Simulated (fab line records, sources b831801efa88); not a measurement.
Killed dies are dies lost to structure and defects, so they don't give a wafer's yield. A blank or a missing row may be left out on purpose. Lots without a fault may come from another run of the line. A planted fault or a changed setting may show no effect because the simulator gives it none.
Problem report in the 8D (eight disciplines) form, filled by code | flow gf180mcu | the parts of the form that need people (team, actions taken, sign-off) are left out

1. THE PROBLEM
run_length_s at GF_MIM_STRIP_21 reads a mean of 1169 s on 9 wafers of 3 lots; wafers without a fault read 1229 s with a standard deviation of 3.7. That is -16 standard deviations from the usual mean.
The step: strips in post etch residue remover, time 1200 s.
First seen on wafer L535.1, day 28 13:02, on wet_bench-02. The record holds 39 wafers of 13 lots with a number at this step. Rule for "out", or "out of limits": more than 4 standard deviations from the usual mean. The other wafers with a number count as sound.

2. WHAT IT IS AND WHAT IT IS NOT
question                    | is                     | is not
which readings at this step | run_length_s           | bath_guard_temp_C
which lots                  | L535, L536, L541       | L526, L527, L528, L530, L531, L543, L544, L545, L547, L548
which wafers of those lots  | all that have a number | -
read on which tools         | wet_bench-02           | wet_bench-01, wet_bench-03
when                        | from day 28 13:02      | up to then (15 sound wafers); but 15 sound wafers of L543, L544, L545, L547, L548 came after

3. SUSPECTS, AND WHAT RULES EACH OUT
Counting: a tool at a process step up to the reading stays a suspect if it ran every lot that is out and no sound lot after the first of them.
- wet_bench-02 at GF_MIM_STRIP_21 (strips in post etch residue remover, time 1200 s): kept. It ran every lot that is out, first L535 (day 28 13:02), and no sound lot after that; its last sound lot up to then is L530 (day 26 19:32). Its own readings are out on those wafers: run_length_s.
Left after counting: wet_bench-02 at GF_MIM_STRIP_21.

4. THE CAUSE (what the simulator had put in)
Process parameter drift: wet_bench-02, from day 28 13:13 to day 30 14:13, at GF_MIM_STRIP_21. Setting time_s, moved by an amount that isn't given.
Counting left only this tool.

5. THE CHAIN OF EFFECTS, in route order
Each row: a reading whose mean over the struck wafers that have a number lies more than 3 standard deviations from the usual. Only readings for which the record gives a usual standard deviation are gone through. hours: the time from each lot's start at the first step in this table that gives one to its start at this step, as a median over the lots. sigmas: the change in usual standard deviations.
hours | step            | reading      | usual  | on struck wafers | change | sigmas
0     | GF_MIM_STRIP_21 | run_length_s | 1229 s | 1169             | -60    | -16
The process steps in it:
- GF_MIM_STRIP_21: strips in post etch residue remover, time 1200 s.

6. WHAT WOULD HAVE CAUGHT IT SOONER
In this record the first reading out of limits was taken at day 28 13:02.
